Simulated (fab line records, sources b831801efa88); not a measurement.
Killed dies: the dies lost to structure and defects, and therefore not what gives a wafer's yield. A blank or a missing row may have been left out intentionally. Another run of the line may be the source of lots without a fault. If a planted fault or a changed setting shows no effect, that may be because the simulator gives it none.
fab line records	flow gf180mcu
record: lots: 13	wafers: 39	last-day: 34
route steps=602 shown LVPWELL@61 MVPSD@86 VT_IMPLANT@108
lots that met no fault: from a run of the same line without faults
start-h: the number of hours between the record's first day and the start of the first shown wafer of the lot	wait-h: how many hours have passed since the lot's step before this one	" as in the row above	L1.1+2: a row that stands for several wafers	- no value, or no start given	* or withheld: withheld	< > ~ a bound
route shown NAME@n: a module of which the file shows steps, and the number in the route of the first	usual: the fault-free wafers' mean and standard deviation	same: alike in all rows	chamber/n: place in a boat	sites: the reading at each site	_std_site: the standard deviation of these	_edge_site: the outer-site mean with the inner-site mean subtracted	radius-mm: for every site, how far away it sits from the centre of the wafer	mask NAME#n: copy n	behind: the last tool/chamber to shape the wafer	hold: reason for holding the lot/hours on hold/outcome of the hold	device: which transistor (n, p or np) failed to switch	end of line: the same wafers' tests at the end of the route	step lacking rows: just its recipe	killed: the dies lost at the first sort to structure and to defects; this is not the yield of the wafer	map: dies across one wafer; x = killed, . = not, _ = none there
set.NAME: setting as actually run; set.NAME@STEP: the setting as run at that earlier step	model.NAME: the simulator's own value behind a step, which no gauge read
route steps across a sampled set of lots; one table per step, one row per wafer
services: a tool's chamber out of use, with start hour (start-h, from the record's first day; less than 0 if before it), hours out, and reason
== steps ==
step: GF_LVPWELL_OVL_MEAS_07
usual: LVPWELL_OVL: -0.6/1.4
lot.wafer	tool	chamber	start-h	wait-h	LVPWELL_OVL[nm]
L813.2	overlay-01	-	62.06	-	-2.3
L813.3	"	-	"	"	-0.8
L813.4	"	-	"	"	-2.6
L815.2	overlay-02	-	89.21	-	-0.1
L815.5	"	-	"	"	1.5
L815.6	"	-	"	"	0.6
L816.1	overlay-01	-	90.88	-	-0.7
L816.4	"	-	"	"	1.0
L816.6	"	-	"	"	1.0
L819.1	overlay-01	-	99.26	-	-2.0
L819.4	"	-	"	"	-1.2
L819.6	"	-	"	"	-2.6
L820.3	overlay-01	-	107.12	-	0.4
L820.4	"	-	"	"	-1.3
L820.5	"	-	"	"	-0.8
L821.1	overlay-02	-	113.06	-	-0.2
L821.2	"	-	"	"	-0.3
L821.3	"	-	"	"	-2.4
L822.1	overlay-01	-	120.86	-	1.5
L822.2	"	-	"	"	2.2
L822.3	"	-	"	"	0.4
L825.2	overlay-01	-	137.67	-	-0.3
L825.4	"	-	"	"	-2.3
L825.5	"	-	"	"	0.2
L826.2	overlay-01	-	142.07	-	0.1
L826.3	"	-	"	"	-1.2
L826.6	"	-	"	"	-0.5
L830.2	overlay-02	-	165.34	-	-1.9
L830.3	"	-	"	"	-3.8
L830.4	"	-	"	"	-0.7
L832.4	overlay-02	-	178.68	-	-1.0
L832.5	"	-	"	"	1.0
L832.6	"	-	"	"	0.8
L835.1	overlay-01	-	196.56	-	-0.5
L835.2	"	-	"	"	-0.5
L835.5	"	-	"	"	-1.9
L836.1	overlay-01	-	200.91	-	-3.4
L836.2	"	-	"	"	-0.9
L836.6	"	-	"	"	-2.2
step: GF_MVPSD_IMPLANT_08
recipe: species: B	energy-kev: 170	dose-cm2: 1.5e+13	tilt-deg: 0
usual: beam-on-s: 9.98/0.18	end-station-pressure-torr: 5.08e-06/2.6e-07	faraday-current-uA: 84.8/1.6	tilt-deg: 0.002/0.021
lot.wafer	tool	chamber	start-h	wait-h	beam-on-s	end-station-pressure-torr	faraday-current-uA	tilt-deg
L813.2	implanter-04	0	89.16	0.0	10.09	5.27e-06	84.0	0.018
L813.3	"	0	"	"	9.93	4.9e-06	85.4	0.002
L813.4	"	0	"	"	10.11	4.85e-06	83.9	0.004
L815.2	implanter-04	0	118.35	0.0	10.14	4.81e-06	83.3	-0.004
L815.5	"	0	"	"	9.75	4.56e-06	86.9	-0.007
L815.6	"	0	"	"	9.90	5.31e-06	85.6	0.016
L816.1	implanter-04	0	119.84	0.0	9.69	4.85e-06	87.4	0.023
L816.4	"	0	"	"	10.07	5.19e-06	83.9	0.016
L816.6	"	0	"	"	9.63	4.98e-06	87.8	0.008
L819.1	implanter-03	0	128.12	0.0	10.23	4.94e-06	82.5	0.003
L819.4	"	0	"	"	9.81	5.29e-06	86.0	-0.024
L819.6	"	0	"	"	10.10	4.63e-06	83.7	0.013
L820.3	implanter-03	0	138.92	0.1	9.82	4.75e-06	86.2	-0.014
L820.4	"	0	"	"	9.92	5.11e-06	85.4	-0.024
L820.5	"	0	"	"	9.87	4.84e-06	86.1	0.002
L821.1	implanter-02	0	144.02	0.0	10.02	5.54e-06	84.2	0.018
L821.2	"	0	"	"	9.95	5.1e-06	84.9	0.000
L821.3	"	0	"	"	9.90	5.46e-06	85.2	0.027
L822.1	implanter-04	0	153.79	0.0	9.48	5.5e-06	88.7	-0.001
L822.2	"	0	"	"	10.03	4.98e-06	84.5	-0.008
L822.3	"	0	"	"	10.13	4.99e-06	83.3	-0.013
L825.2	implanter-03	0	171.85	0.0	11.59	5.01e-06	73.0	0.020
L825.4	"	0	"	"	11.57	5.07e-06	73.1	0.024
L825.5	"	0	"	"	11.25	5.18e-06	75.2	0.038
L826.2	implanter-03	0	175.57	0.0	11.10	5.4e-06	76.1	-0.013
L826.3	"	0	"	"	11.36	4.72e-06	74.2	-0.029
L826.6	"	0	"	"	11.14	5.31e-06	75.7	-0.035
L830.2	implanter-02	0	199.59	0.0	10.11	5.06e-06	83.8	0.038
L830.3	"	0	"	"	9.88	5.58e-06	85.8	0.002
L830.4	"	0	"	"	9.92	5.3e-06	85.0	0.011
L832.4	implanter-04	0	214.35	0.1	10.01	4.75e-06	84.2	-0.017
L832.5	"	0	"	"	10.15	4.74e-06	83.0	-0.001
L832.6	"	0	"	"	9.90	5.12e-06	84.9	-0.012
L835.1	implanter-02	0	232.67	0.0	10.20	5.22e-06	82.8	0.008
L835.2	"	0	"	"	9.96	5.34e-06	85.1	0.007
L835.5	"	0	"	"	10.36	4.85e-06	81.6	-0.008
L836.1	implanter-04	0	237.18	0.0	9.45	4.75e-06	89.1	0.023
L836.2	"	0	"	"	10.01	5.17e-06	84.1	0.019
L836.6	"	0	"	"	9.57	4.91e-06	88.4	0.027
step: GF_VT_IMPLANT_OVL_MEAS_18
usual: VT_IMPLANT_01_OVL: -0.8/1.3
lot.wafer	tool	chamber	start-h	wait-h	VT_IMPLANT_01_OVL[nm]
L813.2	overlay-01	-	117.82	0.1	-0.9
L813.3	"	-	"	"	-1.8
L813.4	"	-	"	"	-1.0
L815.2	overlay-02	-	150.06	0.1	-4.0
L815.5	"	-	"	"	-0.9
L815.6	"	-	"	"	-2.3
L816.1	overlay-01	-	152.31	0.1	-1.7
L816.4	"	-	"	"	0.1
L816.6	"	-	"	"	-1.0
L819.1	overlay-02	-	160.51	0.1	1.1
L819.4	"	-	"	"	-1.6
L819.6	"	-	"	"	0.0
L820.3	overlay-01	-	172.02	0.1	0.8
L820.4	"	-	"	"	-0.6
L820.5	"	-	"	"	0.8
L821.1	overlay-02	-	177.76	0.1	-1.4
L821.2	"	-	"	"	0.7
L821.3	"	-	"	"	-1.4
L822.1	overlay-02	-	188.54	0.1	-1.6
L822.2	"	-	"	"	-1.0
L822.3	"	-	"	"	0.0
L825.2	overlay-02	-	206.71	0.1	1.5
L825.4	"	-	"	"	2.5
L825.5	"	-	"	"	0.9
L826.2	overlay-01	-	211.10	0.1	-3.5
L826.3	"	-	"	"	-1.6
L826.6	"	-	"	"	-2.3
L830.2	overlay-02	-	235.57	0.1	-1.8
L830.3	"	-	"	"	-0.8
L830.4	"	-	"	"	0.1
L832.4	overlay-01	-	250.98	0.1	0.1
L832.5	"	-	"	"	0.5
L832.6	"	-	"	"	0.6
L835.1	overlay-02	-	270.81	0.1	1.0
L835.2	"	-	"	"	1.5
L835.5	"	-	"	"	1.2
L836.1	overlay-01	-	276.01	0.1	0.3
L836.2	"	-	"	"	-0.4
L836.6	"	-	"	"	1.7
step: GF_VT_IMPLANT_OVL_MEAS_29
usual: VT_IMPLANT_02_OVL: 0.3/1.4
lot.wafer	tool	chamber	start-h	wait-h	VT_IMPLANT_02_OVL[nm]
L813.2	overlay-01	-	133.47	0.1	-1.2
L813.3	"	-	"	"	-0.5
L813.4	"	-	"	"	1.2
L815.2	overlay-01	-	166.50	0.1	-2.0
L815.5	"	-	"	"	-3.3
L815.6	"	-	"	"	-1.0
L816.1	overlay-02	-	168.91	0.1	0.5
L816.4	"	-	"	"	-0.6
L816.6	"	-	"	"	0.6
L819.1	overlay-02	-	177.06	0.1	1.9
L819.4	"	-	"	"	0.9
L819.6	"	-	"	"	2.8
L820.3	overlay-02	-	189.52	0.1	3.3
L820.4	"	-	"	"	-2.7
L820.5	"	-	"	"	0.5
L821.1	overlay-02	-	195.31	0.1	0.0
L821.2	"	-	"	"	0.4
L821.3	"	-	"	"	1.0
L822.1	overlay-02	-	206.16	0.1	2.6
L822.2	"	-	"	"	-0.1
L822.3	"	-	"	"	1.1
L825.2	overlay-01	-	224.46	0.1	1.1
L825.4	"	-	"	"	1.1
L825.5	"	-	"	"	2.4
L826.2	overlay-02	-	229.45	0.1	1.4
L826.3	"	-	"	"	0.1
L826.6	"	-	"	"	-0.2
L830.2	overlay-01	-	255.05	0.1	0.4
L830.3	"	-	"	"	3.5
L830.4	"	-	"	"	0.5
L832.4	overlay-02	-	269.88	0.1	1.2
L832.5	"	-	"	"	2.8
L832.6	"	-	"	"	1.4
L835.1	overlay-02	-	290.66	0.1	0.5
L835.2	"	-	"	"	1.3
L835.5	"	-	"	"	-1.2
L836.1	overlay-02	-	295.89	0.1	0.6
L836.2	"	-	"	"	0.6
L836.6	"	-	"	"	-0.4
step: GF_VT_IMPLANT_RS_MEAS_49
recipe: thk-meas-gauge: four-point-probe
usual: MVPSD_RS: 1168.6/2.7
lot.wafer	tool	chamber	start-h	wait-h	hold	MVPSD_RS[ohm/sq]
L813.2	film-metro-03	-	150.63	0.1	-	1165.1
L813.3	"	-	"	"	-	1166.7
L813.4	"	-	"	"	-	1165.2
L815.2	film-metro-04	-	184.53	0.1	-	1160.6
L815.5	"	-	"	"	-	1169.4
L815.6	"	-	"	"	-	1167.1
L816.1	film-metro-03	-	186.45	0.1	-	1161.8
L816.4	"	-	"	"	-	1166.1
L816.6	"	-	"	"	-	1165.8
L819.1	film-metro-04	-	195.57	0.1	-	1166.7
L819.4	"	-	"	"	-	1164.3
L819.6	"	-	"	"	-	1163.6
L820.3	film-metro-03	-	207.90	0.1	-	1168.3
L820.4	"	-	"	"	-	1169.3
L820.5	"	-	"	"	-	1170.8
L821.1	film-metro-01	-	213.85	0.1	-	1168.7
L821.2	"	-	"	"	-	1170.2
L821.3	"	-	"	"	-	1165.8
L822.1	film-metro-01	-	224.72	0.1	-	1164.2
L822.2	"	-	"	"	-	1164.4
L822.3	"	-	"	"	-	1168.5
L825.2	film-metro-04	-	243.23	0.1	await-dispo/0.2h/release	1103.4
L825.4	"	-	"	"	await-dispo/0.2h/release	1100.3
L825.5	"	-	"	"	await-dispo/0.2h/release	1101.5
L825.2	film-metro-04	-	243.66	0.4	-	1101.5
L825.4	"	-	"	"	-	1103.5
L825.5	"	-	"	"	-	1102.5
L826.2	film-metro-01	-	248.88	0.1	await-dispo/0.2h/release	1103.2
L826.3	"	-	"	"	await-dispo/0.2h/release	1103.3
L826.6	"	-	"	"	await-dispo/0.2h/release	1100.2
L826.2	film-metro-01	-	249.17	0.3	-	1101.4
L826.3	"	-	"	"	-	1103.7
L826.6	"	-	"	"	-	1100.4
L830.2	film-metro-04	-	275.43	0.1	-	1169.7
L830.3	"	-	"	"	-	1170.8
L830.4	"	-	"	"	-	1169.4
L832.4	film-metro-03	-	291.28	0.1	-	1164.9
L832.5	"	-	"	"	-	1165.5
L832.6	"	-	"	"	-	1166.3
L835.1	film-metro-04	-	311.80	0.1	-	1167.8
L835.2	"	-	"	"	-	1168.8
L835.5	"	-	"	"	-	1165.7
L836.1	film-metro-01	-	316.81	0.1	-	1170.3
L836.2	"	-	"	"	-	1169.0
L836.6	"	-	"	"	-	1169.6
step: GF_VT_IMPLANT_WET_ETCH_50
recipe: chemistry: dHF	target-depth-nm: 20	target: SiO2	temp-c: 25	dilution: 100:1	time-s: 400
lot.wafer	tool	chamber	start-h	wait-h	hold
L813.2+3+4	wet-bench-01	3	150.73	0.1	-
L815.2+5+6	wet-bench-03	0	184.63	0.1	-
L816.1+4+6	wet-bench-04	1	186.57	0.1	-
L819.1+4+6	wet-bench-04	0	195.69	0.1	-
L820.3+4+5	wet-bench-03	3	207.98	0.1	-
L821.1+2+3	wet-bench-04	2	213.97	0.1	-
L822.1+2+3	wet-bench-01	1	224.84	0.1	-
L825.2+4+5	wet-bench-04	3	245.92	2.2	await-dispo/2.2h/release
L826.2+3+6	wet-bench-04	2	251.63	2.4	await-dispo/2.0h/release
L830.2+3+4	wet-bench-01	2	275.53	0.1	-
L832.4+5+6	wet-bench-04	2	291.34	0.0	-
L835.1+2+5	wet-bench-01	0	311.92	0.1	-
L836.1+2+6	wet-bench-01	2	316.93	0.1	-
== services ==
tool	chamber	start-h	hours	kind
implanter-02	-	74.97	1.6	repair
implanter-03	-	89.97	33.5	pm
implanter-02	-	115.70	5.6	pm
implanter-03	-	123.49	3.8	pm
implanter-02	-	129.46	5.1	repair
implanter-04	-	136.36	3.7	pm
wet-bench-01	-	145.83	1.5	repair
implanter-04	-	221.03	2.7	repair
wet-bench-03	-	274.12	2.6	repair
implanter-02	-	289.51	3.8	repair
implanter-03	-	305.09	2.2	repair
== key ==
first-sign: step: GF_MVPSD_IMPLANT_08	reading: beam-on-s	direction: up	sigmas: 7.4	usual: 9.98	struck: 11.33
effect: step: GF_MVPSD_IMPLANT_08	reading: faraday-current-uA	direction: down	sigmas: 6.5	usual: 84.8	struck: 74.6
effect: step: GF_VT_IMPLANT_RS_MEAS_49	reading: MVPSD_RS	direction: down	sigmas: 25	usual: 1168.6	struck: 1102.0
met-at GF_MVPSD_IMPLANT_08
struck-lots L825,L826
tester-left-out L825,L826
not-acting-at GF_LVPWELL_OVL_MEAS_07,GF_VT_IMPLANT_OVL_MEAS_18,GF_VT_IMPLANT_OVL_MEAS_29
onset-between 138.92 171.85
fault: kind: process-parameter-drift	tool: implanter-03	chamber: -	onset-h: 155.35	steps: GF_MVPSD_IMPLANT_08	channel: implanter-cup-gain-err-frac	offset: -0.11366	shape: step	end-h: 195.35
tester-left-out: of these lots the tester's yield and bins aren't shown, on N5 and GAA mostly nor the transistor test; their killed dies are dies lost to structure and defects alone, not to doping, threshold or leakage, so they don't give the yield
